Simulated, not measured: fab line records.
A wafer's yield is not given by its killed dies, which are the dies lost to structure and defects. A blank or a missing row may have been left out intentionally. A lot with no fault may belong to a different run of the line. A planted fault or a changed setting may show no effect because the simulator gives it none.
fab line records -- flow sky130
record: lots: 6, wafers: 18, last-day: 50
route steps=708 shown LDD_P@257 LDD_HVN@267 PAD_OPEN@708
lots untouched by any fault: they come from a run of this same line in which no faults occurred
start-h: the number of hours between the record's first day and the start of the first shown wafer of the lot -- wait-h: hours elapsed since this lot's preceding step -- " the same as in the row above -- L1.1+2: one row covering several wafers at once -- - no value, or no start was given -- * or withheld: withheld -- < > ~ a bound
route shown NAME@n: a module of which the file shows steps, and the number in the route of the first -- usual: average and standard deviation across the fault-free wafers -- same: alike in all rows -- chamber/n: place in a boat -- sites: each site's reading -- _std_site: standard deviation of those values -- _edge_site: outer sites' mean less inner sites' -- radius-mm: for every site, how far away it sits from the centre of the wafer -- mask NAME#n: copy n -- behind: tool/chamber where the wafer was last shaped -- hold: why the lot went on hold/how many hours it stayed there/how the hold came to an end -- device: which transistor (n, p or np) failed to switch -- end of line: the same wafers' tests at the end of the route -- where a step has no rows: the recipe by itself -- killed: count of dies lost to structure and defects at first sort (not the wafer's yield) -- map: shows each die of a wafer: x if killed, . if not, _ if none is there
set.NAME: the setting that was run; set.NAME@STEP: the one run at that earlier step -- model.NAME: the simulator's own value behind a step, which no gauge read
certain route steps with their lots: each step a table, each wafer a row
== steps ==
step: SKY_LDD_P_COAT_02
recipe: resist: NOVOLAK, spin-rpm: 3000, resist-thk-nm: 1140
step: SKY_LDD_P_SOFTBAKE_03
recipe: temp-c: 90, time-s: 60, resist: NOVOLAK
step: SKY_LDD_P_EXPOSE_04
recipe: mask-id: PSDM, na: 0.6, source-shape: conventional, sigma-outer: 0.6, polarization: unpolarized, target-cd-nm: 380, dose-mj: 138
step: SKY_LDD_P_PEB_05
recipe: temp-c: withheld, time-s: *, resist: NOVOLAK
step: SKY_LDD_P_DEVELOP_06
recipe: resist: NOVOLAK, developer: TMAH, develop-time-s: 61.64, dev-temp-c: 23
step: SKY_LDD_P_CD_MEAS_07
recipe: target-cd-nm: 380
usual: cd-nm: 379.6/2.5
lot.wafer,tool,chamber,start-h,wait-h,cd-nm
L193.3,cd-sem-01,-,524.39,0.1,378.9
L193.4,cd-sem-01,-,524.39,0.1,381.2
L193.6,cd-sem-01,-,524.39,0.1,380.9
L194.2,cd-sem-01,-,531.38,0.1,376.0
L194.3,cd-sem-01,-,531.38,0.1,377.1
L194.4,cd-sem-01,-,531.38,0.1,377.9
L198.2,cd-sem-01,-,568.63,0.1,380.8
L198.3,cd-sem-01,-,568.63,0.1,380.4
L198.6,cd-sem-01,-,568.63,0.1,380.5
L199.1,cd-sem-02,-,575.43,0.1,378.4
L199.2,cd-sem-02,-,575.43,0.1,378.5
L199.5,cd-sem-02,-,575.43,0.1,377.2
L205.2,cd-sem-01,-,618.10,0.1,379.1
L205.5,cd-sem-01,-,618.10,0.1,379.3
L205.6,cd-sem-01,-,618.10,0.1,377.4
L206.2,cd-sem-01,-,629.73,0.1,384.4
L206.4,cd-sem-01,-,629.73,0.1,379.5
L206.6,cd-sem-01,-,629.73,0.1,381.7
step: SKY_LDD_P_OVL_MEAS_08
usual: LDD_P_OVL: 0.6/1.2
lot.wafer,tool,chamber,start-h,wait-h,LDD_P_OVL[nm]
L193.3,overlay-02,-,524.48,0.1,0.8
L193.4,overlay-02,-,524.48,0.1,0.7
L193.6,overlay-02,-,524.48,0.1,2.0
L194.2,overlay-01,-,531.48,0.1,-0.6
L194.3,overlay-01,-,531.48,0.1,-0.1
L194.4,overlay-01,-,531.48,0.1,-0.8
L198.2,overlay-02,-,568.73,0.1,0.3
L198.3,overlay-02,-,568.73,0.1,1.8
L198.6,overlay-02,-,568.73,0.1,1.0
L199.1,overlay-01,-,575.55,0.1,0.2
L199.2,overlay-01,-,575.55,0.1,-1.3
L199.5,overlay-01,-,575.55,0.1,-0.6
L205.2,overlay-02,-,618.21,0.1,2.8
L205.5,overlay-02,-,618.21,0.1,1.0
L205.6,overlay-02,-,618.21,0.1,2.3
L206.2,overlay-02,-,629.83,0.1,-0.9
L206.4,overlay-02,-,629.83,0.1,-0.8
L206.6,overlay-02,-,629.83,0.1,-3.3
step: SKY_LDD_P_IMPLANT_09
recipe: species: BF2, energy-kev: 25, dose-cm2: 1e+13, tilt-deg: withheld
step: SKY_LDD_P_STRIP_10
recipe: chemistry: O2/N2, power-w: 1400, pressure-mtorr: 1500, platen-temp-c: withheld, o2-flow-sccm: 3000, n2-flow-sccm: 300, overash-fraction: 0.5
usual: drypump-motor-current-A: 5.6/0.46, oes-product-au: 0.715/0.0046, strip-time-to-endpoint-s: 14.19/0.042
lot.wafer,tool,chamber,start-h,wait-h,drypump-motor-current-A,oes-product-au,rf-hours-counter-h,strip-time-to-endpoint-s
L193.3,plasma-asher-02,1,524.69,0.1,5.4,0.713,-,14.21
L193.4,plasma-asher-02,0,524.69,0.1,5.6,0.712,-,14.22
L193.6,plasma-asher-02,1,524.69,0.1,5.4,0.712,-,14.17
L194.2,plasma-asher-02,1,531.66,0.1,5.3,0.710,41,14.27
L194.3,plasma-asher-02,0,531.66,0.1,5.7,0.714,-,14.26
L194.4,plasma-asher-02,1,531.66,0.1,5.3,0.724,-,14.26
L198.2,plasma-asher-02,1,568.91,0.1,5.4,0.711,45,14.20
L198.3,plasma-asher-02,1,568.91,0.1,5.3,0.717,-,14.20
L198.6,plasma-asher-02,1,568.91,0.1,5.3,0.703,-,14.16
L199.1,plasma-asher-02,0,575.74,0.1,5.6,0.717,46,14.14
L199.2,plasma-asher-02,1,575.74,0.1,5.3,0.725,46,14.16
L199.5,plasma-asher-02,1,575.74,0.1,5.3,0.707,-,14.17
L205.2,plasma-asher-02,1,618.39,0.1,5.4,0.715,50,14.21
L205.5,plasma-asher-02,1,618.39,0.1,5.3,0.714,-,14.13
L205.6,plasma-asher-02,0,618.39,0.1,5.6,0.712,-,14.15
L206.2,plasma-asher-02,1,630.01,0.1,5.3,0.713,52,14.11
L206.4,plasma-asher-02,0,630.01,0.1,5.6,0.716,-,14.13
L206.6,plasma-asher-02,1,630.01,0.1,5.3,0.709,-,14.14
step: SKY_LDD_P_TW_MEAS_11
usual: LDD_P_TW: 632/4.1
lot.wafer,tool,chamber,start-h,wait-h,LDD_P_TW
L193.3,film-metro-04,-,524.78,0.1,630
L193.4,film-metro-04,-,524.78,0.1,628
L193.6,film-metro-04,-,524.78,0.1,632
L194.2,film-metro-04,-,531.77,0.1,628
L194.3,film-metro-04,-,531.77,0.1,627
L194.4,film-metro-04,-,531.77,0.1,629
L198.2,film-metro-04,-,569.02,0.1,627
L198.3,film-metro-04,-,569.02,0.1,624
L198.6,film-metro-04,-,569.02,0.1,631
L199.1,film-metro-03,-,575.84,0.1,634
L199.2,film-metro-03,-,575.84,0.1,631
L199.5,film-metro-03,-,575.84,0.1,634
L205.2,film-metro-04,-,618.50,0.1,632
L205.5,film-metro-04,-,618.50,0.1,631
L205.6,film-metro-04,-,618.50,0.1,629
L206.2,film-metro-03,-,630.12,0.1,633
L206.4,film-metro-03,-,630.12,0.1,631
L206.6,film-metro-03,-,630.12,0.1,633
step: SKY_LDD_HVN_DEHYDRATE_00
recipe: temp-c: 200, time-s: 60
step: SKY_LDD_HVN_HMDS_01
recipe: prime-time-s: 60, prime-temp-c: 120
step: SKY_LDD_HVN_COAT_02
recipe: resist: NOVOLAK, spin-rpm: 3000, resist-thk-nm: 300
usual: spin-speed-rpm: 3000.1/1.9
lot.wafer,tool,chamber,start-h,wait-h,spin-speed-rpm,model.NOVOLAK_of_LDD_HVN_COAT_02.thk-nm
L193.3,litho-track-01,0,540.02,0.1,3000.6,299.9
L193.4,litho-track-01,0,540.02,0.1,2997.4,299.7
L193.6,litho-track-01,0,540.02,0.1,3002.1,299.7
L194.2,litho-track-03,0,546.93,0.1,2996.7,301.6
L194.3,litho-track-03,0,546.93,0.1,3000.8,301.6
L194.4,litho-track-03,0,546.93,0.1,2999.0,300.2
L198.2,litho-track-01,0,582.95,0.1,3182.6,291.6
L198.3,litho-track-01,0,582.95,0.1,3180.5,291.2
L198.6,litho-track-01,0,582.95,0.1,3182.4,291.3
L199.1,litho-track-01,0,589.62,0.1,3183.1,291.5
L199.2,litho-track-01,0,589.62,0.1,3179.3,291.5
L199.5,litho-track-01,0,589.62,0.1,3179.4,291.3
L205.2,litho-track-03,0,632.83,0.1,2998.6,300.8
L205.5,litho-track-03,0,632.83,0.1,3001.4,301.1
L205.6,litho-track-03,0,632.83,0.1,3002.4,300.8
L206.2,litho-track-04,0,644.13,0.1,2999.5,299.3
L206.4,litho-track-04,0,644.13,0.1,3001.5,299.5
L206.6,litho-track-04,0,644.13,0.1,3003.8,299.4
step: SKY_LDD_HVN_SOFTBAKE_03
recipe: temp-c: 90, time-s: 60, resist: NOVOLAK
step: SKY_LDD_HVN_EXPOSE_04
recipe: mask-id: HVNTM, na: 0.6, source-shape: conventional, sigma-outer: 0.6, polarization: unpolarized, target-cd-nm: 700, dose-mj: 127
step: SKY_LDD_HVN_PEB_05
recipe: temp-c: withheld, time-s: *, resist: NOVOLAK
step: SKY_LDD_HVN_DEVELOP_06
recipe: resist: NOVOLAK, developer: TMAH, develop-time-s: 60, dev-temp-c: 23
lot.wafer,tool,chamber,start-h,wait-h,model.NOVOLAK_of_LDD_HVN_COAT_02.thk-nm
L193.3,litho-track-04,0,555.11,0.1,299.5
L193.4+6,litho-track-04,0,555.11,0.1,299.3
L194.2+3,litho-track-03,0,561.53,0.1,301.2
L194.4,litho-track-03,0,561.53,0.1,299.8
L198.2,litho-track-03,0,597.68,0.1,291.2
L198.3,litho-track-03,0,597.68,0.1,290.7
L198.6,litho-track-03,0,597.68,0.1,290.9
L199.1+2,litho-track-04,0,604.31,0.1,291.1
L199.5,litho-track-04,0,604.31,0.1,290.9
L205.2,litho-track-01,0,646.55,0.1,300.3
L205.5,litho-track-01,0,646.55,0.1,300.6
L205.6,litho-track-01,0,646.55,0.1,300.4
L206.2,litho-track-01,0,657.65,0.1,298.8
L206.4,litho-track-01,0,657.65,0.1,299.1
L206.6,litho-track-01,0,657.65,0.1,299
step: SKY_LDD_HVN_OVL_MEAS_07
usual: LDD_HVN_OVL: 0.3/1.3
lot.wafer,tool,chamber,start-h,wait-h,LDD_HVN_OVL[nm]
L193.3,overlay-02,-,555.22,0.1,-0.2
L193.4,overlay-02,-,555.22,0.1,-0.2
L193.6,overlay-02,-,555.22,0.1,-0.5
L194.2,overlay-01,-,561.66,0.1,-0.5
L194.3,overlay-01,-,561.66,0.1,-0.8
L194.4,overlay-01,-,561.66,0.1,0.2
L198.2,overlay-01,-,597.81,0.1,-1.5
L198.3,overlay-01,-,597.81,0.1,-1.5
L198.6,overlay-01,-,597.81,0.1,-2.1
L199.1,overlay-01,-,604.46,0.1,0.6
L199.2,overlay-01,-,604.46,0.1,1.8
L199.5,overlay-01,-,604.46,0.1,1.1
L205.2,overlay-01,-,646.68,0.1,-1.2
L205.5,overlay-01,-,646.68,0.1,0.9
L205.6,overlay-01,-,646.68,0.1,1.2
L206.2,overlay-01,-,657.78,0.1,-1.5
L206.4,overlay-01,-,657.78,0.1,0.3
L206.6,overlay-01,-,657.78,0.1,1.1
step: SKY_LDD_HVN_IMPLANT_08
recipe: species: P, energy-kev: 60, dose-cm2: 3e+13, tilt-deg: 40
step: SKY_LDD_HVN_STRIP_09
recipe: chemistry: O2/N2, power-w: 1400, pressure-mtorr: 1500, platen-temp-c: withheld, o2-flow-sccm: 3000, n2-flow-sccm: 300, overash-fraction: 0.5
usual: drypump-motor-current-A: 5.7/0.6, oes-product-au: 0.408/0.0047, strip-time-to-endpoint-s: 4.132/0.013
lot.wafer,tool,chamber,start-h,wait-h,drypump-motor-current-A,oes-product-au,rf-hours-counter-h,strip-time-to-endpoint-s
L193.3,plasma-asher-03,1,555.43,0.1,5.9,0.405,-,4.127
L193.4,plasma-asher-03,0,555.43,0.1,4.9,0.413,-,4.122
L193.6,plasma-asher-03,1,555.43,0.1,5.9,0.411,-,4.134
L194.2,plasma-asher-03,0,561.84,0.1,4.9,0.404,72,4.140
L194.3,plasma-asher-03,1,561.84,0.1,5.9,0.409,-,4.143
L194.4,plasma-asher-03,0,561.84,0.1,4.9,0.406,-,4.129
L198.2,plasma-asher-03,0,597.99,0.1,4.9,0.404,76,4.008
L198.3,plasma-asher-03,1,597.99,0.1,5.9,0.400,-,4.012
L198.6,plasma-asher-03,0,597.99,0.1,4.9,0.396,-,4.016
L199.1,plasma-asher-03,0,604.64,0.1,4.9,0.410,77,4.030
L199.2,plasma-asher-03,1,604.64,0.1,5.9,0.406,77,4.031
L199.5,plasma-asher-03,0,604.64,0.1,4.9,0.396,-,4.015
L205.2,plasma-asher-03,0,646.86,0.1,4.9,0.408,82,4.137
L205.5,plasma-asher-03,0,646.86,0.1,4.9,0.403,-,4.138
L205.6,plasma-asher-03,1,646.86,0.1,5.9,0.402,-,4.156
L206.2,plasma-asher-03,1,657.96,0.1,5.9,0.417,83,4.119
L206.4,plasma-asher-03,0,657.96,0.1,4.9,0.406,-,4.114
L206.6,plasma-asher-03,0,657.96,0.1,4.9,0.413,-,4.126
step: SKY_LDD_HVN_TW_MEAS_10
usual: LDD_HVN_TW: 1437/7.1
lot.wafer,tool,chamber,start-h,wait-h,LDD_HVN_TW
L193.3,film-metro-01,-,555.51,0.1,1440
L193.4,film-metro-01,-,555.51,0.1,1443
L193.6,film-metro-01,-,555.51,0.1,1451
L194.2,film-metro-03,-,561.95,0.1,1447
L194.3,film-metro-03,-,561.95,0.1,1438
L194.4,film-metro-03,-,561.95,0.1,1433
L198.2,film-metro-03,-,598.10,0.1,1435
L198.3,film-metro-03,-,598.10,0.1,1428
L198.6,film-metro-03,-,598.10,0.1,1427
L199.1,film-metro-01,-,604.74,0.1,1428
L199.2,film-metro-01,-,604.74,0.1,1437
L199.5,film-metro-01,-,604.74,0.1,1432
L205.2,film-metro-02,-,646.97,0.1,1442
L205.5,film-metro-02,-,646.97,0.1,1432
L205.6,film-metro-02,-,646.97,0.1,1442
L206.2,film-metro-01,-,658.07,0.1,1449
L206.4,film-metro-01,-,658.07,0.1,1445
L206.6,film-metro-01,-,658.07,0.1,1449
step: SKY_PAD_OPEN_PROBE_99
usual: killed_at_M0_to_M3: 44/6.8, killed_at_M4_up: 3.1/1.9, killed-at-contacts: 25/5.9, killed-at-front-end: 15/4.3, killed-at-other: 0.2/0.51, killed-dies: 87/11, killed-open: 47/7.9, killed-short: 39/6.4
same: gross-dies: 492, killed-at-back-side: 0
lot.wafer,tool,chamber,start-h,wait-h,killed_at_M0_to_M3,killed_at_M4_up,killed-at-contacts,killed-at-front-end,killed-at-other,killed-dies,killed-open,killed-short
L194.2,prober-02,-,1141.64,0.1,39,1,39,20,0,99,65,34
L194.3,prober-02,-,1141.69,0.2,38,2,23,21,0,84,52,32
L194.4,prober-02,-,1141.74,0.2,38,0,24,18,0,80,43,37
L198.2,prober-02,-,1161.81,0.1,49,5,26,15,0,95,55,40
L198.3,prober-02,-,1161.86,0.2,44,3,27,13,0,87,50,37
L198.6,prober-02,-,1162.01,0.2,40,5,29,10,0,84,46,38
L199.1,prober-01,-,1165.05,0.1,44,2,23,14,1,84,46,38
L199.2,prober-01,-,1165.10,0.1,48,3,26,9,0,86,52,34
L199.5,prober-01,-,1165.25,0.2,55,3,23,17,1,99,53,46
L206.2,prober-02,-,1200.59,0.1,32,3,23,11,0,69,31,38
L206.4,prober-02,-,1200.69,0.2,44,5,26,13,0,88,45,43
L206.6,prober-02,-,1200.79,0.2,38,3,25,15,0,81,39,42
killed by level:class
L194.2 LI_CONTACT:geometric-particle:open=12 CONTACT:geometric-particle:open=12 VIA3:geometric-particle:open=8 VIA2:geometric-particle:open=7 FIELD_ISO:geometric-particle:open=6 POLY_GATE:geometric-particle:open=6 LI_CONTACT:geometric-particle:short=5 LOCAL_INTERCONNECT:geometric-particle:short=5
L194.3 CONTACT:geometric-particle:open=9 FIELD_ISO:geometric-particle:short=8 VIA3:geometric-particle:open=8 LI_CONTACT:geometric-particle:open=6 VIA2:geometric-particle:open=6 VIA1:geometric-particle:open=6 FIELD_ISO:geometric-particle:open=4 POLY_GATE:geometric-particle:open=4
L194.4 CONTACT:geometric-particle:open=13 LI_CONTACT:geometric-particle:open=8 VIA1:geometric-particle:open=8 FIELD_ISO:geometric-particle:short=6 METAL2:geometric-particle:short=6 VIA3:geometric-particle:open=5 VIA1:geometric-particle:short=5 POLY_GATE:geometric-particle:short=4
L198.2 VIA1:geometric-particle:open=14 LI_CONTACT:geometric-particle:open=10 VIA3:geometric-particle:open=8 CONTACT:geometric-particle:open=7 VIA3:geometric-particle:short=7 FIELD_ISO:geometric-particle:open=5 VIA1:geometric-particle:short=5 METAL4:geometric-particle:short=5
L198.3 VIA1:geometric-particle:open=11 VIA1:geometric-particle:short=10 LI_CONTACT:geometric-particle:open=7 CONTACT:geometric-particle:open=7 FIELD_ISO:geometric-particle:open=6 VIA2:geometric-particle:open=6 METAL1:geometric-particle:short=5 CONTACT:geometric-particle:short=4
L198.6 CONTACT:geometric-particle:open=10 VIA1:geometric-particle:open=10 LI_CONTACT:geometric-particle:open=9 METAL2:geometric-particle:short=7 LOCAL_INTERCONNECT:geometric-particle:short=5 CONTACT:geometric-particle:short=4 METAL1:geometric-particle:short=4 VIA3:geometric-particle:short=4
L199.1 VIA1:geometric-particle:open=10 CONTACT:geometric-particle:open=8 VIA3:geometric-particle:open=8 LOCAL_INTERCONNECT:geometric-particle:short=7 FIELD_ISO:geometric-particle:short=6 LI_CONTACT:geometric-particle:open=5 METAL2:geometric-particle:short=5 VIA2:geometric-particle:short=5
L199.2 VIA1:geometric-particle:open=14 LI_CONTACT:geometric-particle:open=8 VIA3:geometric-particle:open=8 VIA2:geometric-particle:open=7 LOCAL_INTERCONNECT:geometric-particle:short=6 CONTACT:geometric-particle:open=6 METAL2:geometric-particle:short=6 VIA1:geometric-particle:short=5
L199.5 VIA1:geometric-particle:open=11 CONTACT:geometric-particle:open=9 LI_CONTACT:geometric-particle:open=8 VIA1:geometric-particle:short=7 VIA2:geometric-particle:open=7 VIA3:geometric-particle:short=7 VIA3:geometric-particle:open=7 POLY_GATE:geometric-particle:short=6
L206.2 LI_CONTACT:geometric-particle:open=7 CONTACT:geometric-particle:open=6 VIA1:geometric-particle:open=6 VIA1:geometric-particle:short=5 LI_CONTACT:geometric-particle:short=4 VIA3:geometric-particle:open=4 METAL2:geometric-particle:short=4 VIA3:geometric-particle:short=4
L206.4 VIA1:geometric-particle:open=15 LI_CONTACT:geometric-particle:open=7 CONTACT:geometric-particle:short=6 VIA1:geometric-particle:short=5 VIA3:geometric-particle:open=5 METAL4:geometric-particle:short=5 LI_CONTACT:geometric-particle:short=4 CONTACT:geometric-particle:open=4
L206.6 VIA1:geometric-particle:open=9 POLY_GATE:geometric-particle:short=8 LI_CONTACT:geometric-particle:open=8 VIA3:geometric-particle:open=7 CONTACT:geometric-particle:open=6 METAL2:geometric-particle:short=5 VIA1:geometric-particle:short=5 FIELD_ISO:geometric-particle:open=4
== key ==
first-sign: step: SKY_LDD_HVN_COAT_02, reading: spin-speed-rpm, direction: up, sigmas: 95, usual: 3000.1, struck: 3181.2
effect: step: SKY_LDD_HVN_STRIP_09, reading: strip-time-to-endpoint-s, direction: down, sigmas: 8.5, usual: *, struck: *
model-effect: step: SKY_LDD_HVN_COAT_02, value: NOVOLAK_of_LDD_HVN_COAT_02.thk-nm, without: 300, struck: 291.4
model-effect: step: SKY_LDD_HVN_DEVELOP_06, value: NOVOLAK_of_LDD_HVN_COAT_02.thk-nm, without: 299.6, struck: 291
met-at SKY_LDD_HVN_COAT_02
struck-wafers L198.2,L198.3,L198.6,L199.1,L199.2,L199.5
tester-left-out L198,L199
onset-between 540.02 582.95
fault: kind: process-parameter-drift, tool: litho-track-01, chamber: -, onset-h: 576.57, steps: SKY_LDD_HVN_COAT_02, channel: spin-rpm, offset: 180.66, shape: step, end-h: 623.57, acts-in: these-recipes-only, stated: 3000
tester-left-out: of these lots the tester's yield and bins aren't shown, on N5 and GAA mostly nor the transistor test; their killed dies are dies lost to structure and defects alone, not to doping, threshold or leakage, so they don't give the yield
